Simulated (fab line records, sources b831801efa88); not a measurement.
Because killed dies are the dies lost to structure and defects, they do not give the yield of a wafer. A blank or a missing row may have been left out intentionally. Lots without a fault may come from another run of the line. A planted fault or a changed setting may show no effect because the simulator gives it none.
Which of the tools did it? -- flow sky130 -- 11 lots, 33 wafers sampled, at 6 steps of a route of 708

WHAT THE GAUGES READ, wafer by wafer
Not one reading of a measure or inspect step in the record can be checked against a usual standard deviation.

WHICH TOOL RAN EACH LOT (tool, then ch and the chambers of the sampled wafers, then the start)
lot,SKY_METAL4_SPUTTER_02,SKY_CAP2M_CVD_00,SKY_METAL4_ETCH_17,SKY_METAL4_METAL_ETCH_18,SKY_VIA4_CMP_02,SKY_PAD_OPEN_PROBE_99
L812,"pvdSputter-02, day 40 06:15","pecvd-03 ch 0,1,2, day 40 06:22","rieDiel-01 ch 1,2, day 42 07:21","rieMetal-02 ch 1, day 42 07:29","cmp-02 ch 0,2,3, day 42 08:35","prober-01, day 46 05:39"
L814,"pvdSputter-02, day 40 21:50","pecvd-04 ch 0,1,2, day 40 21:56","rieDiel-03 ch 0,2,3, day 42 21:53","rieMetal-02 ch 0,1, day 42 21:55","cmp-01 ch 1,2,3, day 42 23:04","prober-01, day 46 18:07"
L815,"pvdSputter-04, day 41 11:38","pecvd-03 ch 0,2, day 41 11:44","rieDiel-04 ch 0,1,3, day 43 11:18","rieMetal-02 ch 0,1, day 43 11:19","cmp-01 ch 0,1,3, day 43 12:20","prober-02, day 47 08:13"
L817,"pvdSputter-02, day 41 23:41","pecvd-01 ch 1,2, day 41 23:47","rieDiel-03 ch 0,1, day 43 23:09","rieMetal-02 ch 0,1, day 43 23:14","cmp-02 ch 1,3, day 44 00:14","prober-02, day 47 15:32"
L818,"pvdSputter-02, day 42 03:07","pecvd-01 ch 0,2, day 42 03:13","rieDiel-03 ch 2,3, day 44 01:50","rieMetal-02 ch 0,1, day 44 01:52","cmp-02 ch 0,1,3, day 44 02:58","prober-01, day 47 18:53"
L823,"pvdSputter-04, day 43 04:17","pecvd-01 ch 0,1, day 43 04:23","rieDiel-03 ch 0,3, day 45 01:50","rieMetal-02 ch 0,1, day 45 01:52","cmp-02 ch 1,2,3, day 45 02:52","prober-02, day 48 14:57"
L824,"pvdSputter-01, day 43 10:56","pecvd-01 ch 0,1,2, day 43 11:03","rieDiel-04 ch 0,1,3, day 45 08:50","rieMetal-02 ch 0,1, day 45 08:52","cmp-01 ch 0,1,2, day 45 09:52","prober-01, day 48 21:31"
L825,"pvdSputter-02, day 43 16:53","pecvd-01 ch 1,2, day 43 16:59","rieDiel-01 ch 0,2, day 45 14:02","rieMetal-02 ch 0,1, day 45 14:03","cmp-02 ch 0,1, day 45 15:05","prober-02, day 49 02:04"
L827,"pvdSputter-01, day 45 04:05","pecvd-01 ch 1,2, day 45 04:11","rieDiel-04 ch 2,3, day 46 22:30","rieMetal-03 ch 0,1, day 46 22:31","cmp-01 ch 0,1,3, day 46 23:35","prober-01, day 50 05:34"
L830,"pvdSputter-01, day 45 07:08","pecvd-04 ch 0,1, day 45 07:14","rieDiel-04 ch 1,2,3, day 47 00:57","rieMetal-02 ch 0,1, day 47 00:58","cmp-02 ch 1,3, day 47 02:02","prober-01, day 50 07:28"
L832,"pvdSputter-04, day 45 15:38","pecvd-03 ch 0,1,2, day 45 15:44","rieDiel-01 ch 0,1,3, day 47 09:45","rieMetal-01 ch 0,1, day 47 09:50","cmp-01 ch 0,2,3, day 47 10:55","prober-01, day 50 16:01"
- SKY_METAL4_SPUTTER_02: material AlCu, target thk 735 nm, time 39.1 s.
- SKY_CAP2M_CVD_00: deposits SiO2, target thk 15.5 nm.
- SKY_METAL4_ETCH_17: etches SiO2 in C4F8/O2/Ar, stops on TiN, time 3.9 s, target depth 15 nm.
- SKY_METAL4_METAL_ETCH_18: etches the open film in Cl2/BCl3, stops on SiO2, target depth 845 nm, time 183.1 s.
- SKY_VIA4_CMP_02: polishes SiO2.
- SKY_PAD_OPEN_PROBE_99

WHAT THE TOOLS THEMSELVES READ (means of the sampled wafers that have a number; where no wafer has one, the mark that the record gives instead)
SKY_METAL4_SPUTTER_02.
lot,tool,throttleValvePct (%)
L812,pvdSputter-02,30.6
L814,pvdSputter-02,28.9
L815,pvdSputter-04,29.5
L817,pvdSputter-02,29.8
L818,pvdSputter-02,28.2
L823,pvdSputter-04,29.9
L824,pvdSputter-01,30.2
L825,pvdSputter-02,30.0
L827,pvdSputter-01,30.0
L830,pvdSputter-01,30.6
L832,pvdSputter-04,29.3

SKY_CAP2M_CVD_00.
lot,tool,heaterPowerW (W)
L812,pecvd-03,794
L814,pecvd-04,785
L815,pecvd-03,693
L817,pecvd-01,920
L818,pecvd-01,836
L823,pecvd-01,749
L824,pecvd-01,821
L825,pecvd-01,871
L827,pecvd-01,891
L830,pecvd-04,842
L832,pecvd-03,709

SKY_METAL4_ETCH_17.
lot,tool,oesProductAu (a.u.)
L812,rieDiel-01,0.748
L814,rieDiel-03,0.755
L815,rieDiel-04,0.752
L817,rieDiel-03,0.759
L818,rieDiel-03,0.755
L823,rieDiel-03,0.755
L824,rieDiel-04,0.757
L825,rieDiel-01,0.751
L827,rieDiel-04,0.757
L830,rieDiel-04,0.752
L832,rieDiel-01,0.752

SKY_METAL4_METAL_ETCH_18.
lot,tool,drypumpMotorCurrentA (A),oesProductAu (a.u.),throttleValvePct (%)
L812,rieMetal-02,6.0,0.866,22.258
L814,rieMetal-02,6.1,0.874,22.269
L815,rieMetal-02,6.2,0.878,22.272
L817,rieMetal-02,6.2,0.860,22.262
L818,rieMetal-02,6.1,0.917,22.265
L823,rieMetal-02,6.1,0.869,22.273
L824,rieMetal-02,6.1,0.866,22.257
L825,rieMetal-02,6.1,0.917,22.269
L827,rieMetal-03,5.9,0.855,22.254
L830,rieMetal-02,6.2,0.859,22.258
L832,rieMetal-01,5.7,0.876,22.263

SKY_VIA4_CMP_02.
lot,tool,motorCurrentA (A),slurryFilterDpKPa (kPa)
L812,cmp-02,12.5,13.47
L814,cmp-01,11.8,13.44
L815,cmp-01,11.5,13.48
L817,cmp-02,12.5,13.42
L818,cmp-02,12.6,13.54
L823,cmp-02,12.2,13.43
L824,cmp-01,12.6,13.67
L825,cmp-02,11.9,13.48
L827,cmp-01,11.7,13.53
L830,cmp-02,12.2,13.56
L832,cmp-01,11.0,13.48

SKY_PAD_OPEN_PROBE_99.
lot,tool,defectLimitedYield (%),killed_at_M0_to_M3,killed_at_M4_up,killedAtContacts,killedAtFrontEnd,killedAtOther,killedDies,killedOpen,killedShort,sort_bin_3_pad_short (%),sort_bin_5_function (%),sort_bin_6_memory (%),sortNPass,sortYieldPct (%)
L812,prober-01,82.8,47,4.7,17,16,0.3,85,48,37,0.9,10.5,5.8,407,82.8
L814,prober-01,82.4,47,3.3,24,11,0.3,87,46,41,0.8,9.6,7.2,405,82.4
L815,prober-02,83.0,46,3.0,20,15,0.0,84,46,37,0.7,9.7,6.6,408,83.0
L817,prober-02,81.3,48,3.3,25,15,0.3,92,50,41,0.7,10.9,7.1,400,81.3
L818,prober-01,82.9,41,2.7,20,21,0.0,84,44,41,0.8,10.2,6.2,408,82.9
L823,prober-02,82.7,41,2.0,28,13,0.7,85,41,44,1.2,10.8,5.3,407,82.7
L824,prober-01,80.8,51,3.3,23,18,0.3,95,48,45,1.1,11.4,6.7,397,80.8
L825,prober-02,79.6,47,2.7,33,18,0.0,100,55,44,0.9,11.4,8.1,392,79.6
L827,prober-01,82.2,37,1.7,26,22,1.3,88,45,41,1.1,10.9,5.8,404,82.2
L830,prober-01,82.6,46,2.7,22,14,0.0,86,42,44,1.2,9.5,6.7,406,82.6
L832,prober-01,81.9,43,3.0,27,15,0.7,89,45,42,0.9,10.9,6.3,403,81.9

THE ANSWER, worked out from the rows above alone
Rule: the usual values come from the lots themselves. The widest of any qualifying gaps counts: lots, ordered by their means at a reading, are off when they make up no more than a third of the lots, leave a main group of 4 or more, and stand apart from it by 3 or more times the standard deviation of that group's means. Not used: any main group whose means are identical at the precision the tables above print for the reading. Also off: a lot with no number at a reading for which 4 or more lots have one. All remaining lots with rows at the step are treated as sound. The gauges are gone through in route order, then the tools' own readings, and for those a lot's mean is taken as printed above. At the first step where some lot is off, the reading lying furthest off is the one used; lots without a number count as furthest.
Off: L818, L825, at SKY_METAL4_METAL_ETCH_18 (oesProductAu). Mean 0.867 a.u. and standard deviation 0.0076 in the main group.
A tool fits if, at that step or a process step before it, it ran every lot that is off, and no sound lot after the first of them. One candidate fits, namely pvdSputter-02 at SKY_METAL4_SPUTTER_02. Its last sound lot is L817 (day 41 23:41), its first lot that is off L818 (day 42 03:07): a fault that began between those two fits.

WHAT WAS PUT IN BY THE SIMULATOR
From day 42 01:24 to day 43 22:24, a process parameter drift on pvdSputter-02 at SKY_METAL4_SPUTTER_02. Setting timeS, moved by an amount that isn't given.
Struck lots among those shown: L818, L825. The same result came from the rule above.
